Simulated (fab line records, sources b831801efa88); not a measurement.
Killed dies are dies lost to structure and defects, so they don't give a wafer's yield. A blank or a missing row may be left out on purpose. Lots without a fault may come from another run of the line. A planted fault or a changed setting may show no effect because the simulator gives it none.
One fault seen from 2 desks | flow sfq_line | each desk has only its own numbers; what lay behind them comes last

THE METROLOGY DESK
What the gauges read, lot by lot, whatever tool the lot ran on: means of the sampled wafers that have a number. A lot is out of limits, marked OUT, if its mean lies more than 4 standard deviations from the usual mean; the brackets give that distance.
Columns: A = I3_BOW at SFQ_I3_BOW_MEAS_922, usual 3 um
lot  | first seen here | A
L594 | day 27 13:01    | 5
L595 | day 27 22:56    | 9
L597 | day 33 22:04    | 7
L598 | day 34 04:05    | -2
L600 | day 35 12:56    | 2
L601 | day 36 00:25    | 1
L602 | day 36 12:01    | 0
L603 | day 37 12:02    | -5
L604 | day 37 16:36    | 5
L605 | day 38 08:37    | -0
L610 | day 39 16:04    | -8
L614 | day 41 07:04    | 8
L616 | day 41 13:42    | 0
L617 | day 41 19:01    | -6
This desk's finding: nothing out of limits on any of the 14 lots.

THE TOOL OWNER'S DESK: cmp-02
The tool's own readings at SFQ_TRILAYER_I2_CMP_CMP_064 (polishes SiO2): means of the sampled wafers that have a number, for each lot that ran on this tool. A lot is out of limits, marked OUT, if its mean lies more than 4 standard deviations from the usual mean; the brackets give that distance.
Columns: A = motor_current_A at SFQ_TRILAYER_I2_CMP_CMP_064, usual 9.6 A; B = slurry_filter_dp_kPa at SFQ_TRILAYER_I2_CMP_CMP_064, usual 13.48 kPa; C = time_to_endpoint_s at SFQ_TRILAYER_I2_CMP_CMP_064, usual 214 s
lot  | first seen here | A   | B     | C
L598 | day 21 13:20    | 8.8 | 13.45 | 210
L602 | day 23 09:00    | 8.9 | 13.45 | 218
L603 | day 24 03:00    | 8.8 | 13.51 | 200
L604 | day 24 09:00    | 9.3 | 13.47 | 191
This desk's finding: nothing out of limits on any of the 4 lots.

PUT TOGETHER
The metrology desk saw nothing out of limits.
The tool owner's desk saw nothing out of limits.

WHAT THE SIMULATOR HAD PUT IN
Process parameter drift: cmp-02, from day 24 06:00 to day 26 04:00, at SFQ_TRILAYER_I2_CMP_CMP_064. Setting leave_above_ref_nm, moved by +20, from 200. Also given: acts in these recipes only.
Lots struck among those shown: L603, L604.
